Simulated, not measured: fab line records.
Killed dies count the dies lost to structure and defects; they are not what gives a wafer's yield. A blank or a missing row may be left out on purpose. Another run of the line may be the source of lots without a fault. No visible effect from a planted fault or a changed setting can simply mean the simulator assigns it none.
Which tool is to blame? + flow gf180mcu + Sampling: 13 lots, 39 wafers, 5 of 602 route steps

== WHAT THE GAUGES SHOWED, per wafer ==
GF_V3_THK_MEAS_01.
| lot  | measured     | on           | V3_CVD_00_THK (nm) |
|------|--------------|--------------|--------------------|
| L572 | day 21 15:26 | filmMetro-02 | 599 600 602        |
| L573 | day 22 02:04 | filmMetro-01 | 601 608 590        |
| L575 | day 22 20:43 | filmMetro-01 | 599 597 586        |
| L576 | day 23 08:25 | filmMetro-04 | 602 599 598        |
| L579 | day 24 11:27 | filmMetro-02 | 598 604 604        |
| L580 | day 24 17:14 | filmMetro-02 | 595 590 601        |
| L582 | day 25 11:59 | filmMetro-01 | 593 602 588        |
| L583 | day 25 20:34 | filmMetro-02 | 598 599 598        |
| L585 | day 26 10:10 | filmMetro-02 | 607 615 611        |
| L588 | day 27 06:55 | filmMetro-02 | 608 611 610        |
| L590 | day 27 20:28 | filmMetro-04 | 607 305 604        |
| L592 | day 28 05:22 | filmMetro-01 | 304 604 596        |
| L594 | day 28 21:13 | filmMetro-01 | 598 602 595        |

== TOOL THAT RAN EACH LOT (tool first, then ch and the chambers of the sampled wafers, then the start) ==
| lot  | GF_M1_SPUTTER_04            | GF_V1_SPUTTER_21            | GF_M3_SPUTTER_04            | GF_V3_CVD_00                     |
|------|-----------------------------|-----------------------------|-----------------------------|----------------------------------|
| L572 | pvdSputter-01, day 16 08:33 | pvdSputter-02, day 18 08:59 | pvdSputter-03, day 20 14:28 | hdpcvd-02 ch 0,1, day 21 15:21   |
| L573 | pvdSputter-01, day 16 19:09 | pvdSputter-01, day 18 19:47 | pvdSputter-01, day 21 01:04 | hdpcvd-01 ch 0,1,2, day 22 01:59 |
| L575 | pvdSputter-03, day 17 15:05 | pvdSputter-04, day 19 17:22 | pvdSputter-01, day 21 20:43 | hdpcvd-01 ch 0,1,2, day 22 20:37 |
| L576 | pvdSputter-01, day 18 02:16 | pvdSputter-02, day 20 05:50 | pvdSputter-03, day 22 09:06 | hdpcvd-02 ch 0,1,2, day 23 08:20 |
| L579 | pvdSputter-04, day 19 06:14 | pvdSputter-02, day 21 08:44 | pvdSputter-03, day 23 12:09 | hdpcvd-02 ch 0,1,2, day 24 11:22 |
| L580 | pvdSputter-03, day 19 13:34 | pvdSputter-04, day 21 15:59 | pvdSputter-03, day 23 18:30 | hdpcvd-02 ch 0,1,2, day 24 17:08 |
| L582 | pvdSputter-01, day 20 09:23 | pvdSputter-04, day 22 11:34 | pvdSputter-03, day 24 12:48 | hdpcvd-01 ch 0,1, day 25 11:55   |
| L583 | pvdSputter-01, day 20 19:14 | pvdSputter-01, day 22 20:23 | pvdSputter-01, day 24 21:38 | hdpcvd-02 ch 0,1,2, day 25 20:29 |
| L585 | pvdSputter-01, day 21 10:35 | pvdSputter-04, day 23 12:32 | pvdSputter-04, day 25 12:15 | hdpcvd-01 ch 0,1,2, day 26 10:07 |
| L588 | pvdSputter-01, day 22 10:14 | pvdSputter-02, day 24 10:29 | pvdSputter-01, day 26 09:03 | hdpcvd-02 ch 0,1, day 27 06:49   |
| L590 | pvdSputter-01, day 23 02:14 | pvdSputter-04, day 25 01:17 | pvdSputter-03, day 26 23:10 | hdpcvd-02 ch 0,1,2, day 27 20:22 |
| L592 | pvdSputter-01, day 23 13:17 | pvdSputter-01, day 25 11:02 | pvdSputter-01, day 27 08:42 | hdpcvd-02 ch 0,1,2, day 28 05:17 |
| L594 | pvdSputter-03, day 24 06:52 | pvdSputter-02, day 26 03:44 | pvdSputter-01, day 28 01:02 | hdpcvd-01 ch 0,2, day 28 21:07   |
- GF_M1_SPUTTER_04: material TiN, target thk 50 nm, time 41.7 s.
- GF_V1_SPUTTER_21: material Ti, target thk 15 nm, time 80.02 s.
- GF_M3_SPUTTER_04: material TiN, target thk 50 nm, time 41.7 s.
- GF_V3_CVD_00: deposits SiO2, target thk 600 nm, time 100 s.

== WHAT THE TOOLS THEMSELVES READ (means of the sampled wafers that have a number; where no wafer has one, the mark that the record gives instead) ==
GF_M1_SPUTTER_04.
| lot  | tool          | throttleValvePct (%) |
|------|---------------|----------------------|
| L572 | pvdSputter-01 | 29.6                 |
| L573 | pvdSputter-01 | 29.4                 |
| L575 | pvdSputter-03 | 29.8                 |
| L576 | pvdSputter-01 | 29.1                 |
| L579 | pvdSputter-04 | 29.8                 |
| L580 | pvdSputter-03 | 29.7                 |
| L582 | pvdSputter-01 | 29.5                 |
| L583 | pvdSputter-01 | 29.2                 |
| L585 | pvdSputter-01 | 30.2                 |
| L588 | pvdSputter-01 | 29.5                 |
| L590 | pvdSputter-01 | 29.8                 |
| L592 | pvdSputter-01 | 29.9                 |
| L594 | pvdSputter-03 | 30.2                 |

GF_V1_SPUTTER_21.
| lot  | tool          | throttleValvePct (%) |
|------|---------------|----------------------|
| L572 | pvdSputter-02 | 29.5                 |
| L573 | pvdSputter-01 | 29.8                 |
| L575 | pvdSputter-04 | 29.2                 |
| L576 | pvdSputter-02 | 30.2                 |
| L579 | pvdSputter-02 | 29.7                 |
| L580 | pvdSputter-04 | 29.7                 |
| L582 | pvdSputter-04 | 30.2                 |
| L583 | pvdSputter-01 | 29.8                 |
| L585 | pvdSputter-04 | 29.2                 |
| L588 | pvdSputter-02 | 30.1                 |
| L590 | pvdSputter-04 | 29.4                 |
| L592 | pvdSputter-01 | 29.9                 |
| L594 | pvdSputter-02 | 29.4                 |

GF_M3_SPUTTER_04.
| lot  | tool          | throttleValvePct (%) |
|------|---------------|----------------------|
| L572 | pvdSputter-03 | 29.9                 |
| L573 | pvdSputter-01 | 29.6                 |
| L575 | pvdSputter-01 | 29.8                 |
| L576 | pvdSputter-03 | 30.4                 |
| L579 | pvdSputter-03 | 30.1                 |
| L580 | pvdSputter-03 | 29.8                 |
| L582 | pvdSputter-03 | 30.2                 |
| L583 | pvdSputter-01 | 29.6                 |
| L585 | pvdSputter-04 | 29.1                 |
| L588 | pvdSputter-01 | 29.2                 |
| L590 | pvdSputter-03 | 30.3                 |
| L592 | pvdSputter-01 | 29.2                 |
| L594 | pvdSputter-01 | 29.1                 |

GF_V3_CVD_00.
| lot  | tool      | sih4FlowSccm (sccm) |
|------|-----------|---------------------|
| L572 | hdpcvd-02 | 59.77               |
| L573 | hdpcvd-01 | 60.09               |
| L575 | hdpcvd-01 | 60.01               |
| L576 | hdpcvd-02 | 59.95               |
| L579 | hdpcvd-02 | 60.22               |
| L580 | hdpcvd-02 | 59.85               |
| L582 | hdpcvd-01 | 60.06               |
| L583 | hdpcvd-02 | 60.11               |
| L585 | hdpcvd-01 | 59.93               |
| L588 | hdpcvd-02 | 60.08               |
| L590 | hdpcvd-02 | 49.98               |
| L592 | hdpcvd-02 | 50.01               |
| L594 | hdpcvd-01 | 60.01               |

== THE ANSWER, worked out from the rows above alone ==
Rule: usual is defined by the lots themselves. The widest of any qualifying gaps counts: lots, ordered by their means at a reading, are off when they make up no more than a third of the lots, leave a main group of 4 or more, and stand apart from it by 3 or more times the standard deviation of that group's means. If all means in a main group match to the digits the tables above print for the reading, that group is not used. Also off: a lot with no number at a reading for which 4 or more lots have one. All remaining lots with rows at the step are treated as sound. Order of review: gauges by route order, followed by the tools' own readings, for which a lot's mean as printed above is used. At the first step where some lot is off, the reading lying furthest off is the one used; lots without a number count as furthest.
Off: L590, L592, seen at GF_V3_THK_MEAS_01 (V3_CVD_00_THK). The main group has a mean of 600 nm with a standard deviation of 5.3.
A tool fits if, at a process step before that reading, it ran every lot that is off, and no sound lot after the first of them. Not tried: the gauges at GF_V3_THK_MEAS_01; whatever is off there is also off at GF_V3_CVD_00, on other tools, and gauge error can't account for it. This does not decide it: 2 tools fit, namely pvdSputter-01 at GF_M1_SPUTTER_04 and hdpcvd-02 at GF_V3_CVD_00.

== WHAT WAS PUT IN BY THE SIMULATOR ==
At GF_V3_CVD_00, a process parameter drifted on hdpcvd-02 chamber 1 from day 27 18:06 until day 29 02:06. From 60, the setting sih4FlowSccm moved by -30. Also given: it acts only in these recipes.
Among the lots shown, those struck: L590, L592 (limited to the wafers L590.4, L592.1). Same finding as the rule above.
